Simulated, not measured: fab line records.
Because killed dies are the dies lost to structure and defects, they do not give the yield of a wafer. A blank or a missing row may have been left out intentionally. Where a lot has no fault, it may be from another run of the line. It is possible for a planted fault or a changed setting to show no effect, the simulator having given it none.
The tool behind it: which one? | flow sky130 | Sampling: 11 lots, 33 wafers, 2 of 708 route steps

## WHAT THE GAUGES READ, wafer by wafer
SKY_PWDE_TW_MEAS_10.
lot  | measured    | on            | PWDE_TW
L113 | day 3 20:36 | film metro-03 | 380 378 378
L114 | day 4 02:54 | film metro-03 | 377 376 378
L116 | day 4 13:18 | film metro-02 | 377 378 377
L118 | day 5 00:22 | film metro-03 | 381 381 378
L119 | day 5 07:44 | film metro-02 | 374 372 375
L120 | day 5 16:25 | film metro-02 | 376 377 376
L130 | day 8 00:06 | film metro-01 | 285 285 285 287 283 285
L132 | day 8 08:09 | film metro-03 | 377 379 377
L133 | day 8 12:16 | film metro-02 | 288 287 288 288 288 288
L134 | day 8 16:37 | film metro-01 | 370 370 369
L136 | day 9 13:20 | film metro-01 | 368 368 365

## WHICH TOOL RAN EACH LOT (tool, then ch and the chambers of the sampled wafers, then the start)
lot  | SKY_PWDE_IMPLANT_08
L113 | implanter-02 ch 0, day 3 20:22
L114 | implanter-02 ch 0, day 4 02:39
L116 | implanter-02 ch 0, day 4 13:04
L118 | implanter-04 ch 0, day 5 00:07
L119 | implanter-04 ch 0, day 5 07:31
L120 | implanter-02 ch 0, day 5 16:11
L130 | implanter-02 ch 0, day 7 23:51
L132 | implanter-04 ch 0, day 8 07:54
L133 | implanter-02 ch 0, day 8 12:01
L134 | implanter-01 ch 0, day 8 16:23
L136 | implanter-04 ch 0, day 9 13:05
- SKY_PWDE_IMPLANT_08

## THE ANSWER, worked out from the rows above alone
Rule: the lots themselves supply what counts as usual. Put in order of their means at a reading, lots are off if they are a third of the lots or fewer, leave a main group of 4 or more, and stand apart from it by a gap of 3 or more times the standard deviation of the main group's means; of several such gaps the widest counts. A main group whose means are all the same, to the digits that the tables above print for the reading, isn't used. A lot without any number at a reading at which 4 lots or more have one is off too. Any other lot the step has rows for is counted as sound.
Off: L130, L133, at SKY_PWDE_TW_MEAS_10 (PWDE_TW). The main group has a mean of 375 with a standard deviation of 4.1.
A tool fits if, at a process step before that reading, it ran every lot that is off, and no sound lot after the first of them. The gauges at SKY_PWDE_TW_MEAS_10 are tried like those tools. One fits: implanter-02 at SKY_PWDE_IMPLANT_08. Its last sound lot is L120 (day 5 16:11), its first lot that is off L130 (day 7 23:51): a fault that began between those two fits.

## WHAT THE SIMULATOR PUT IN
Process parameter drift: implanter-02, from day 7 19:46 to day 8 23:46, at SKY_PWDE_IMPLANT_08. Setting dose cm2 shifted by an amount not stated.
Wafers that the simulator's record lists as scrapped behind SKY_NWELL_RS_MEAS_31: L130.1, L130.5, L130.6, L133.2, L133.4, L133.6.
Struck lots among those shown: L130, L133. This agrees with what the rule above found.
